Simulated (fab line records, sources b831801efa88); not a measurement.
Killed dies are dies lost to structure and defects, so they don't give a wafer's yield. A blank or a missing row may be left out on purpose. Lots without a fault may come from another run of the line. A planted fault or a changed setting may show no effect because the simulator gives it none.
fab line records | flow sky130
record lots=12 wafers=36 last_day=50
route steps=708 shown VIA3@585 METAL4@602 CAP2M@603 PAD_OPEN@708
lots that met no fault: from a run of the same line without faults
start_h: hours from the record's first day to the start of the lot's first wafer shown | wait_h: hours since the lot's step before | " the same as in the row above | L1.1+2: a row that stands for several wafers | - no value, or no start given | * or withheld: withheld | < > ~ a bound
route shown NAME@n: a module of which the file shows steps, and the number in the route of the first | usual: mean/standard deviation of fault-free wafers | same: alike in all rows | chamber/n: place in a boat | sites: the reading at each site | _std_site: their standard deviation | _edge_site: outer sites' mean less inner sites' | radius_mm: how far each site lies from the wafer's centre | mask NAME#n: copy n | behind: the tool/chamber that last shaped the wafer | hold: why the lot was held/for how many hours/how that ended | device: the transistor (n, p or np) that didn't switch | end of line: the same wafers' tests at the end of the route | a step without rows: its recipe alone | killed: dies lost to structure and defects at the first sort, not the wafer's yield | map: a wafer's dies, x killed, . not, _ none there
set.NAME: the setting as run; set.NAME@STEP: as run at that earlier step | model.NAME: the simulator's own value behind a step, which no gauge read
steps of the route over a sample of lots; a table a step, a row a wafer
services: from which hour (start_h, from the record's first day; less than 0 if before it) a tool's chamber was out of use, for how many hours, and why
## steps
# step SKY_VIA3_CD_MEAS_12
# recipe target_cd_nm=200
# usual cd_nm=200.1/1.3
# columns lot.wafer tool chamber start_h wait_h cd_nm
L522.1 cd_sem-02 - 939.67 - 199.7
L522.5 " - " " 199.7
L522.6 " - " " 200.0
L525.4 cd_sem-02 - 959.34 - 200.2
L525.5 " - " " 202.2
L525.6 " - " " 201.6
L528.1 cd_sem-02 - 976.77 - 201.6
L528.5 " - " " 199.7
L528.6 " - " " 200.6
L526.2 cd_sem-01 - 979.65 - 201.5
L526.4 " - " " 201.2
L526.5 " - " " 198.7
L529.3 cd_sem-01 - 983.52 - 198.1
L529.4 " - " " 199.9
L529.6 " - " " 199.7
L530.1 cd_sem-01 - 987.48 - 198.2
L530.2 " - " " 198.7
L530.4 " - " " 197.7
L531.2 cd_sem-01 - 1003.20 - 199.9
L531.4 " - " " 200.7
L531.6 " - " " 200.5
L534.2 cd_sem-02 - 1018.90 - 200.3
L534.3 " - " " 199.0
L534.6 " - " " 199.0
L537.1 cd_sem-01 - 1040.53 - 198.5
L537.5 " - " " 199.0
L537.6 " - " " 198.0
L539.3 cd_sem-02 - 1048.22 - 200.7
L539.5 " - " " 201.0
L539.6 " - " " 200.2
L540.2 cd_sem-01 - 1059.94 - 198.7
L540.5 " - " " 198.0
L540.6 " - " " 199.2
L544.2 cd_sem-01 - 1077.25 - 200.6
L544.4 " - " " 202.4
L544.5 " - " " 200.8
# step SKY_VIA3_THK_MEAS_23
# recipe thk_meas_gauge=xrf reads=W_of_VIA3_CVD_21
# usual VIA3_W_THK=399/7.7
# columns lot.wafer tool chamber start_h wait_h VIA3_W_THK[nm]
L522.1 film_metro-04 - 940.97 0.1 407
L522.5 " - " " 401
L522.6 " - " " 400
L525.4 film_metro-02 - 960.53 0.1 404
L525.5 " - " " 405
L525.6 " - " " 398
L528.1 film_metro-04 - 978.35 0.1 390
L528.5 " - " " 390
L528.6 " - " " 396
L526.2 film_metro-02 - 980.91 0.1 400
L526.4 " - " " 408
L526.5 " - " " 406
L529.3 film_metro-03 - 985.09 0.1 402
L529.4 " - " " 405
L529.6 " - " " 406
L530.1 film_metro-02 - 988.64 0.1 413
L530.2 " - " " 404
L530.4 " - " " 412
L531.2 film_metro-04 - 1004.54 0.1 383
L531.4 " - " " 406
L531.6 " - " " 392
L534.2 film_metro-03 - 1020.09 0.1 412
L534.3 " - " " 396
L534.6 " - " " 402
L537.1 film_metro-04 - 1041.73 0.1 397
L537.5 " - " " 395
L537.6 " - " " 390
L539.3 film_metro-03 - 1049.36 0.1 405
L539.5 " - " " 404
L539.6 " - " " 396
L540.2 film_metro-04 - 1061.11 0.1 400
L540.5 " - " " 386
L540.6 " - " " 397
L544.2 film_metro-04 - 1078.40 0.1 391
L544.4 " - " " 387
L544.5 " - " " 385
# step SKY_METAL4_SPUTTER_04
# recipe material=TiN target_thk_nm=70 power_w=6500 time_s=58.3 chamber_pressure_pa=0.4
# usual throttle_valve_pct=30.1/1
# columns lot.wafer tool chamber start_h wait_h throttle_valve_pct
L522.1 pvd_sputter-01 - 941.44 0.0 29.7
L522.5 " - " " 28.4
L522.6 " - " " 31.5
L525.4 pvd_sputter-02 - 960.97 0.0 30.2
L525.5 " - " " 29.7
L525.6 " - " " 29.6
L528.1 pvd_sputter-04 - 978.83 0.0 29.1
L528.5 " - " " 29.1
L528.6 " - " " 30.5
L526.2 pvd_sputter-02 - 981.36 0.0 31.0
L526.4 " - " " 31.1
L526.5 " - " " 29.9
L529.3 pvd_sputter-02 - 985.54 0.0 28.5
L529.4 " - " " 29.9
L529.6 " - " " 29.9
L530.1 pvd_sputter-02 - 989.10 0.0 29.8
L530.2 " - " " 28.9
L530.4 " - " " 30.1
L531.2 pvd_sputter-02 - 1004.99 0.0 28.7
L531.4 " - " " 30.8
L531.6 " - " " 30.0
L534.2 pvd_sputter-04 - 1020.55 0.0 30.5
L534.3 " - " " 29.2
L534.6 " - " " 30.6
L537.1 pvd_sputter-01 - 1042.20 0.0 31.5
L537.5 " - " " 31.4
L537.6 " - " " 30.0
L539.3 pvd_sputter-02 - 1049.81 0.0 28.6
L539.5 " - " " 28.8
L539.6 " - " " 29.6
L540.2 pvd_sputter-02 - 1061.57 0.0 31.1
L540.5 " - " " 31.1
L540.6 " - " " 28.5
L544.2 pvd_sputter-01 - 1078.85 0.0 28.7
L544.4 " - " " 31.4
L544.5 " - " " 28.5
# step SKY_CAP2M_CVD_00
# recipe material=SiO2 target_thk_nm=15.5 temp_c=400 time_s=withheld rf_w=450
# usual heater_power_w=693/79 rf_fwd_power_W=441.8/2.7
# columns lot.wafer tool chamber start_h wait_h heater_power_w rf_fwd_power_W
L522.1 pecvd-03 2 941.48 0.0 562 439.0
L522.5 " 2 " " 563 441.0
L522.6 " 0 " " 658 445.9
L525.4 pecvd-02 1 961.03 0.0 661 439.2
L525.5 " 0 " " 835 442.6
L525.6 " 1 " " 639 436.6
L528.1 pecvd-01 2 978.88 0.0 737 444.1
L528.5 " 2 " " 726 444.3
L528.6 " 1 " " 707 438.9
L526.2 pecvd-02 1 981.41 0.0 600 437.9
L526.4 " 0 " " 831 441.1
L526.5 " 1 " " 620 436.8
L529.3 pecvd-01 2 985.59 0.0 741 443.6
L529.4 " 2 " " 733 444.2
L529.6 " 1 " " 726 440.1
L530.1 pecvd-02 0 989.15 0.0 764 440.5
L530.2 " 2 " " 673 444.8
L530.4 " 2 " " 691 444.7
L531.2 pecvd-02 0 1005.04 0.0 839 443.2
L531.4 " 0 " " 840 442.2
L531.6 " 2 " " 691 445.9
L534.2 pecvd-02 2 1020.60 0.0 676 377.5
L534.3 " 0 " " 749 369.2
L534.6 " 2 " " 686 374.4
L537.1 pecvd-02 1 1042.24 0.0 596 365.8
L537.5 " 0 " " 810 371.4
L537.6 " 2 " " 637 373.9
L539.3 pecvd-01 2 1049.86 0.0 750 442.0
L539.5 " 1 " " 700 439.3
L539.6 " 0 " " 618 443.8
L540.2 pecvd-01 0 1061.62 0.0 613 442.4
L540.5 " 1 " " 749 442.7
L540.6 " 0 " " 611 444.3
L544.2 pecvd-03 2 1078.90 0.0 675 439.0
L544.4 " 0 " " 736 443.3
L544.5 " 2 " " 673 439.7
# step SKY_CAP2M_THK_MEAS_01
# recipe reads=SiO2_of_CAP2M_CVD_00
# usual CAP2M_CVD_00_THK=15.53/0.21
# columns lot.wafer tool chamber start_h wait_h hold CAP2M_CVD_00_THK[nm]
L522.1 film_metro-04 - 941.51 - - 15.29
L522.5 " - " " - 15.60
L522.6 " - " " - 15.56
L525.4 film_metro-04 - 961.08 - - 15.46
L525.5 " - " " - 15.61
L525.6 " - " " - 15.41
L528.1 film_metro-01 - 978.90 - - 15.62
L528.5 " - " " - 15.63
L528.6 " - " " - 15.84
L526.2 film_metro-04 - 981.44 - - 15.26
L526.4 " - " " - 15.88
L526.5 " - " " - 15.44
L529.3 film_metro-01 - 985.63 - - 15.21
L529.4 " - " " - 15.40
L529.6 " - " " - 15.32
L530.1 film_metro-01 - 989.17 - - 15.66
L530.2 " - " " - 15.48
L530.4 " - " " - 15.91
L531.2 film_metro-04 - 1005.08 - - 15.81
L531.4 " - " " - 15.84
L531.6 " - " " - 16.01
L534.2 film_metro-01 - 1020.64 - - 14.69
L534.3 " - " " - 15.01
L534.6 " - " " - 15.08
L537.1 film_metro-04 - 1042.27 - await_dispo/0.2h/release 14.46
L537.5 " - " " await_dispo/0.2h/release 14.98
L537.6 " - " " await_dispo/0.2h/release 15.09
L537.1 film_metro-04 - 1042.56 0.3 - 14.51
L537.5 " - " " - 14.93
L537.6 " - " " - 15.09
L539.3 film_metro-01 - 1049.90 - - 15.32
L539.5 " - " " - 15.79
L539.6 " - " " - 15.68
L540.2 film_metro-01 - 1061.65 - - 15.25
L540.5 " - " " - 15.47
L540.6 " - " " - 15.46
L544.2 film_metro-01 - 1078.93 - - 15.30
L544.4 " - " " - 15.47
L544.5 " - " " - 15.58
# step SKY_PAD_OPEN_PROBE_99
# usual defect_limited_yield=82.9/1.8 killed_at_M0_to_M3=42/7.2 killed_at_M4_up=3.2/1.8 killed_at_contacts=24/5.4 killed_at_front_end=15/4 killed_at_other=0.3/0.59 killed_dies=84/9 killed_open=46/7.1 killed_short=38/6 sort_bin_3_pad_short=0.8/0.41 sort_bin_5_function=10.1/1.3 sort_bin_6_memory=6.3/1.2 sort_n_pass=408/9 sort_yield_pct=82.9/1.8
# same gross_dies=492 killed_at_back_side=0 sort_bin_4_leakage[%]=0 sort_bin_8_speed[%]=0
# columns lot.wafer tool chamber start_h wait_h defect_limited_yield[%] killed_at_M0_to_M3 killed_at_M4_up killed_at_contacts killed_at_front_end killed_at_other killed_dies killed_open killed_short sort_bin_3_pad_short[%] sort_bin_5_function[%] sort_bin_6_memory[%] sort_n_pass sort_yield_pct[%]
L528.1 prober-02 - 1115.80 0.1 80.7 50 2 23 19 1 95 46 49 1.2 11.0 7.1 397 80.7
L528.5 prober-02 - 1116.00 0.2 81.3 46 2 31 13 0 92 54 38 0.6 12.2 5.9 400 81.3
L528.6 prober-02 - 1116.05 0.2 83.9 36 2 24 17 0 79 45 34 1.6 10.2 4.3 413 83.9
L526.2 prober-01 - 1126.83 0.1 84.3 39 3 25 10 0 77 44 33 0.4 9.3 5.9 415 84.3
L526.4 prober-01 - 1126.93 0.2 80.1 58 3 23 14 0 98 64 34 0.6 13.2 6.1 394 80.1
L526.5 prober-01 - 1126.98 0.2 81.1 50 2 21 18 2 93 50 43 1.0 11.8 6.1 399 81.1
L529.3 prober-02 - 1127.16 0.2 83.3 35 6 24 17 0 82 45 37 0.6 10.6 5.5 410 83.3
L529.4 prober-02 - 1127.21 0.2 85.6 38 4 15 14 0 71 46 25 0.4 9.3 4.7 421 85.6
L529.6 prober-02 - 1127.31 0.2 84.1 36 5 23 14 0 78 43 35 1.2 10.4 4.3 414 84.1
L530.1 prober-01 - 1128.56 0.1 82.9 52 3 19 9 1 84 41 40 0.2 9.6 7.3 408 82.9
L530.2 prober-01 - 1128.61 0.1 80.3 55 5 27 10 0 97 54 43 0 12.8 6.9 395 80.3
L530.4 prober-01 - 1128.71 0.2 82.1 47 0 27 14 0 88 42 46 0.8 11.0 6.1 404 82.1
L531.2 prober-02 - 1137.97 0.1 81.7 45 3 28 12 2 90 44 46 0.6 12.4 5.3 402 81.7
L531.4 prober-02 - 1138.07 0.2 80.3 53 5 22 17 0 97 51 46 1.2 11.6 6.9 395 80.3
L531.6 prober-02 - 1138.17 0.2 83.3 41 3 25 13 0 82 52 30 0.8 8.9 6.9 410 83.3
L534.2 prober-02 - 1156.17 0.1 82.9 42 3 22 17 0 84 44 40 1.0 10.4 5.7 408 82.9
L534.3 prober-02 - 1156.22 0.2 81.1 47 3 20 23 0 93 49 44 0.8 9.8 8.3 399 81.1
L534.6 prober-02 - 1156.37 0.2 85.8 34 0 26 10 0 70 44 26 0.8 8.1 5.3 422 85.8
L537.1 prober-02 - 1171.13 0.1 84.1 45 6 19 8 0 78 33 44 1.0 9.8 5.1 414 84.1
L537.5 prober-02 - 1171.33 0.2 81.7 49 4 21 15 1 90 45 45 0 11.4 6.9 402 81.7
L537.6 prober-02 - 1171.38 0.2 85.8 27 7 20 15 1 70 37 32 0.8 9.1 4.3 422 85.8
L544.2 prober-01 - 1197.32 0.1 82.9 47 2 22 13 0 84 51 33 0.6 8.7 7.7 408 82.9
L544.4 prober-01 - 1197.42 0.2 81.7 41 4 31 14 0 90 50 40 1.0 10.8 6.5 402 81.7
L544.5 prober-01 - 1197.47 0.2 86.0 35 2 20 11 1 69 41 28 0.2 8.1 5.7 423 86.0
# killed by level:class
L528.1 VIA1:geometric_particle:open=9 LI_CONTACT:geometric_particle:open=7 CONTACT:geometric_particle:open=7 METAL1:geometric_particle:short=7 VIA3:geometric_particle:open=7 VIA3:geometric_particle:short=6 FIELD_ISO:geometric_particle:short=5 POLY_GATE:geometric_particle:open=5
L528.5 CONTACT:geometric_particle:open=12 VIA1:geometric_particle:open=10 VIA2:geometric_particle:open=8 VIA3:geometric_particle:open=7 LI_CONTACT:geometric_particle:open=6 LOCAL_INTERCONNECT:geometric_particle:short=6 CONTACT:geometric_particle:short=6 METAL1:geometric_particle:short=6
L528.6 CONTACT:geometric_particle:open=10 VIA1:geometric_particle:open=9 VIA2:geometric_particle:open=8 POLY_GATE:geometric_particle:short=5 LI_CONTACT:geometric_particle:short=5 LI_CONTACT:geometric_particle:open=5 FIELD_ISO:geometric_particle:short=4 SPACER:geometric_particle:open=4
L526.2 VIA1:geometric_particle:open=9 VIA3:geometric_particle:open=9 LI_CONTACT:geometric_particle:open=8 LOCAL_INTERCONNECT:geometric_particle:short=7 CONTACT:geometric_particle:open=6 VIA1:geometric_particle:short=5 POLY_GATE:geometric_particle:open=4 FIELD_ISO:geometric_particle:short=3
L526.4 VIA1:geometric_particle:open=23 CONTACT:geometric_particle:open=10 VIA3:geometric_particle:open=9 FIELD_ISO:geometric_particle:open=5 VIA1:geometric_particle:short=5 POLY_GATE:geometric_particle:open=5 METAL3:geometric_particle:short=5 LI_CONTACT:geometric_particle:open=4
L526.5 VIA1:geometric_particle:open=13 CONTACT:geometric_particle:open=9 METAL1:geometric_particle:short=8 FIELD_ISO:geometric_particle:short=7 LI_CONTACT:geometric_particle:open=7 VIA3:geometric_particle:open=7 METAL3:geometric_particle:short=6 POLY_GATE:geometric_particle:short=4
L529.3 CONTACT:geometric_particle:open=10 VIA1:geometric_particle:open=9 VIA2:geometric_particle:open=8 POLY_GATE:geometric_particle:open=6 CONTACT:geometric_particle:short=6 FIELD_ISO:geometric_particle:open=4 LI_CONTACT:geometric_particle:open=4 LOCAL_INTERCONNECT:geometric_particle:short=4
L529.4 VIA1:geometric_particle:open=15 CONTACT:geometric_particle:open=7 FIELD_ISO:geometric_particle:open=5 VIA3:geometric_particle:open=5 LI_CONTACT:geometric_particle:open=4 METAL1:geometric_particle:short=4 POLY_GATE:geometric_particle:open=3 POLY_GATE:geometric_particle:short=3
L529.6 CONTACT:geometric_particle:open=12 VIA3:geometric_particle:open=9 VIA2:geometric_particle:open=7 LI_CONTACT:geometric_particle:open=5 METAL4:geometric_particle:short=5 POLY_GATE:geometric_particle:short=4 FIELD_ISO:geometric_particle:short=4 VIA1:geometric_particle:short=4
L530.1 VIA1:geometric_particle:open=14 METAL2:geometric_particle:short=7 CONTACT:geometric_particle:open=6 VIA1:geometric_particle:short=6 LI_CONTACT:geometric_particle:open=5 VIA2:geometric_particle:open=5 VIA2:geometric_particle:short=5 VIA3:geometric_particle:short=4
L530.2 VIA1:geometric_particle:open=16 METAL2:geometric_particle:short=14 CONTACT:geometric_particle:open=10 VIA3:geometric_particle:open=9 VIA2:geometric_particle:open=6 LOCAL_INTERCONNECT:geometric_particle:short=5 LI_CONTACT:geometric_particle:open=4 LI_CONTACT:geometric_particle:short=4
L530.4 VIA1:geometric_particle:open=14 METAL2:geometric_particle:short=8 CONTACT:geometric_particle:open=8 VIA1:geometric_particle:short=7 LI_CONTACT:geometric_particle:short=6 VIA3:geometric_particle:open=6 FIELD_ISO:geometric_particle:open=5 LI_CONTACT:geometric_particle:open=5
L531.2 VIA3:geometric_particle:open=8 CONTACT:geometric_particle:open=7 CONTACT:geometric_particle:short=7 VIA1:geometric_particle:open=7 POLY_GATE:geometric_particle:short=6 LI_CONTACT:geometric_particle:open=6 METAL2:geometric_particle:short=6 VIA2:geometric_particle:open=6
L531.4 VIA1:geometric_particle:open=12 CONTACT:geometric_particle:open=9 VIA2:geometric_particle:open=7 FIELD_ISO:geometric_particle:short=5 CONTACT:geometric_particle:short=5 METAL1:geometric_particle:short=5 METAL3:geometric_particle:short=5 VIA3:geometric_particle:open=5
L531.6 VIA1:geometric_particle:open=11 LI_CONTACT:geometric_particle:open=8 CONTACT:geometric_particle:open=8 VIA3:geometric_particle:open=7 FIELD_ISO:geometric_particle:open=6 METAL1:geometric_particle:short=6 VIA2:geometric_particle:open=6 CONTACT:geometric_particle:short=5
L534.2 VIA1:geometric_particle:open=12 VIA2:geometric_particle:open=8 FIELD_ISO:geometric_particle:short=7 VIA1:geometric_particle:short=6 POLY_GATE:geometric_particle:short=5 LI_CONTACT:geometric_particle:open=5 LOCAL_INTERCONNECT:geometric_particle:short=5 CONTACT:geometric_particle:open=5
L534.3 VIA1:geometric_particle:open=10 CONTACT:geometric_particle:open=9 METAL2:geometric_particle:short=8 VIA2:geometric_particle:open=7 FIELD_ISO:geometric_particle:short=6 POLY_GATE:geometric_particle:open=5 LI_CONTACT:geometric_particle:open=4 METAL1:geometric_particle:short=4
L534.6 LI_CONTACT:geometric_particle:open=11 VIA2:geometric_particle:open=8 CONTACT:geometric_particle:open=6 VIA1:geometric_particle:open=6 VIA1:geometric_particle:short=5 VIA3:geometric_particle:open=5 LOCAL_INTERCONNECT:geometric_particle:short=4 METAL3:geometric_particle:short=4
L537.1 VIA1:geometric_particle:open=11 CONTACT:geometric_particle:open=7 VIA2:geometric_particle:open=7 METAL1:geometric_particle:short=6 VIA2:geometric_particle:short=6 METAL2:geometric_particle:short=6 CONTACT:geometric_particle:short=5 METAL4:geometric_particle:short=5
L537.5 METAL2:geometric_particle:short=12 CONTACT:geometric_particle:open=9 VIA1:geometric_particle:open=9 CONTACT:geometric_particle:short=8 VIA3:geometric_particle:open=7 POLY_GATE:geometric_particle:short=6 VIA2:geometric_particle:open=6 FIELD_ISO:geometric_particle:open=3
L537.6 LI_CONTACT:geometric_particle:open=8 VIA1:geometric_particle:open=6 LOCAL_INTERCONNECT:geometric_particle:short=5 CONTACT:geometric_particle:open=5 VIA3:geometric_particle:short=5 POLY_GATE:geometric_particle:short=4 VIA3:geometric_particle:open=4 VIA1:geometric_particle:short=3
L544.2 CONTACT:geometric_particle:open=10 VIA2:geometric_particle:open=10 VIA1:geometric_particle:open=10 VIA3:geometric_particle:open=7 LI_CONTACT:geometric_particle:open=6 METAL2:geometric_particle:short=6 VIA1:geometric_particle:short=5 FIELD_ISO:geometric_particle:open=3
L544.4 CONTACT:geometric_particle:open=11 VIA1:geometric_particle:open=9 LI_CONTACT:geometric_particle:open=8 FIELD_ISO:geometric_particle:short=7 VIA2:geometric_particle:open=7 VIA3:geometric_particle:open=6 CONTACT:geometric_particle:short=5 METAL2:geometric_particle:short=5
L544.5 CONTACT:geometric_particle:open=10 VIA2:geometric_particle:short=8 FIELD_ISO:geometric_particle:open=6 VIA1:geometric_particle:open=6 METAL2:geometric_particle:short=4 LI_CONTACT:geometric_particle:open=4 VIA2:geometric_particle:open=4 FIELD_ISO:geometric_particle:short=3
## services
# columns tool chamber start_h hours kind
pecvd-03 2 932.57 5.5 scheduled_down
pecvd-01 1 944.81 5.7 repair
pecvd-02 0 949.64 2.1 scheduled_down
pecvd-02 2 958.41 5.5 scheduled_down
pecvd-01 2 962.73 5.3 repair
pecvd-01 - 972.07 0.9 repair
pvd_sputter-02 - 975.52 0.5 repair
pecvd-03 - 985.38 6.0 pm
pvd_sputter-01 - 986.81 5.0 repair
pvd_sputter-01 - 994.27 3.0 repair
pecvd-02 1 999.38 - clean
pecvd-02 1 999.38 - consumable_replace:showerhead
pecvd-02 1 999.38 29.0 scheduled_down
pecvd-02 1 999.38 29.0 vent_cycle
pvd_sputter-01 - 1001.47 4.3 repair
pecvd-03 2 1005.85 2.1 scheduled_down
pecvd-02 - 1007.01 1.2 repair
pecvd-02 - 1007.50 2.3 repair
pecvd-02 2 1009.32 5.7 repair
pvd_sputter-02 - 1011.14 3.4 repair
pvd_sputter-01 - 1026.42 1.4 repair
pvd_sputter-01 - 1061.81 15.0 repair
pecvd-02 2 1066.91 5.5 scheduled_down
pecvd-01 2 1068.75 2.1 scheduled_down
## key
first_sign step=SKY_CAP2M_CVD_00 reading=rf_fwd_power_W direction=down sigmas=25 usual=441.8 struck=372.0
effect step=SKY_CAP2M_THK_MEAS_01 reading=visit direction=added
met_at SKY_CAP2M_CVD_00
struck_lots L534,L537
not_acting_at SKY_VIA3_CD_MEAS_12,SKY_VIA3_THK_MEAS_23,SKY_METAL4_SPUTTER_04
onset_between 1005.04 1020.60
fault kind=process_parameter_drift tool=pecvd-02 chamber=- onset_h=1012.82 steps=SKY_CAP2M_CVD_00 channel=rf_w offset=-72 shape=step acts_in=these_recipes_only stated=450
